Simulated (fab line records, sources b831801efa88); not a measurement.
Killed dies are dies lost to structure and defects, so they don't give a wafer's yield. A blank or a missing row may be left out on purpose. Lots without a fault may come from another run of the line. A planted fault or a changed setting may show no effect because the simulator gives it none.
One fault seen from 2 desks | flow sky130 | each desk has only its own numbers; what lay behind them comes last

THE TOOL OWNER'S DESK: furnace-01
The tool's own readings at SKY_SONOS_ONO_OXIDATION_00 (stabilise 600 s, purge 300 s, target thk 2.6 nm): means of the sampled wafers that have a number, for each lot that ran on this tool. A lot is out of limits, marked OUT, if its mean lies more than 4 standard deviations from the usual mean; the brackets give that distance.
Columns: A = ramp_down_c_per_min at SKY_SONOS_ONO_OXIDATION_00, usual 3.0000; B = spike_tc_centre_C at SKY_SONOS_ONO_OXIDATION_00, usual 801.5 C; C = spike_tc_lower_C at SKY_SONOS_ONO_OXIDATION_00, usual 800.9 C; D = spike_tc_upper_C at SKY_SONOS_ONO_OXIDATION_00, usual 800.2 C; E = tube_center_temp_C at SKY_SONOS_ONO_OXIDATION_00, usual 800 C; F = tube_center_temp_C_max at SKY_SONOS_ONO_OXIDATION_00, usual 802.0
lot  | first seen here | A      | B     | C                | D                | E             | F
L861 | day 12 22:26    | 2.9998 | 799.0 | 801.2            | 800.1            | 800           | 802.2
L864 | day 13 19:34    | 3.0001 | 804.3 | 805.5 (+4.2) OUT | 805.3 (+4.6) OUT | 805 (+63) OUT | 806.8 (+14) OUT
L865 | day 14 06:28    | 2.9999 | 804.2 | 806.4 (+5.0) OUT | 806.3 (+5.5) OUT | 805 (+62) OUT | 806.9 (+15) OUT
L868 | day 15 02:05    | 3.0003 | 804.4 | 806.9 (+5.5) OUT | 806.7 (+5.9) OUT | 805 (+62) OUT | 807.0 (+15) OUT
L876 | day 18 06:05    | 3.0002 | 799.3 | 800.8            | 800.7            | 800           | 801.9
L880 | day 19 12:37    | 2.9998 | 799.1 | 800.8            | 801.0            | 800           | 801.9
This desk's finding: out of limits on L864, L865, L868; first on L864, day 13 19:34 (spike_tc_lower_C at SKY_SONOS_ONO_OXIDATION_00). In limits: L861, L876, L880.

THE METROLOGY DESK
What the gauges read, lot by lot, whatever tool the lot ran on: means of the sampled wafers that have a number. A lot is out of limits, marked OUT, if its mean lies more than 4 standard deviations from the usual mean; the brackets give that distance.
Columns: A = cd_nm at SKY_VT_ADJUST_HVTP_CD_MEAS_07, usual 380.9 nm; B = SONOS_ONO_OXIDATION_THK at SKY_SONOS_ONO_THK_MEAS_01, usual 2.57 nm
lot  | first seen here | A     | B
L857 | day 6 16:09     | 383.0 | 2.62
L861 | day 7 06:13     | 380.7 | 2.55
L864 | day 7 21:53     | 378.9 | 2.66
L865 | day 8 05:41     | 382.7 | 2.76
L868 | day 8 22:50     | 379.7 | 2.75
L869 | day 9 04:17     | 381.0 | 2.61
L870 | day 9 18:04     | 378.2 | 2.56
L872 | day 10 19:59    | 380.5 | 2.53
L876 | day 11 09:22    | 378.8 | 2.53
L877 | day 11 12:41    | 381.7 | 2.53
L878 | day 12 03:12    | 384.0 | 2.59
L880 | day 12 12:43    | 377.0 | 2.57
This desk's finding: nothing out of limits on any of the 12 lots.

PUT TOGETHER
The tool owner's desk could have raised an alarm at day 13 19:34, on L864, L865, L868.
The metrology desk saw nothing out of limits.
The metrology desk has L864, L865, L868 on record, within its limits.
Of the lots named, all ran SKY_SONOS_ONO_OXIDATION_00 on furnace-01.

WHAT THE SIMULATOR HAD PUT IN
Process parameter drift: furnace-01, from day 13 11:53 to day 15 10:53, at SKY_SONOS_ONO_OXIDATION_00. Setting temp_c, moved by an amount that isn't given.
Lots struck among those shown: L864, L865, L868.
Hours from the fault's start to each desk's first reading out of limits: the tool owner's desk, 8.
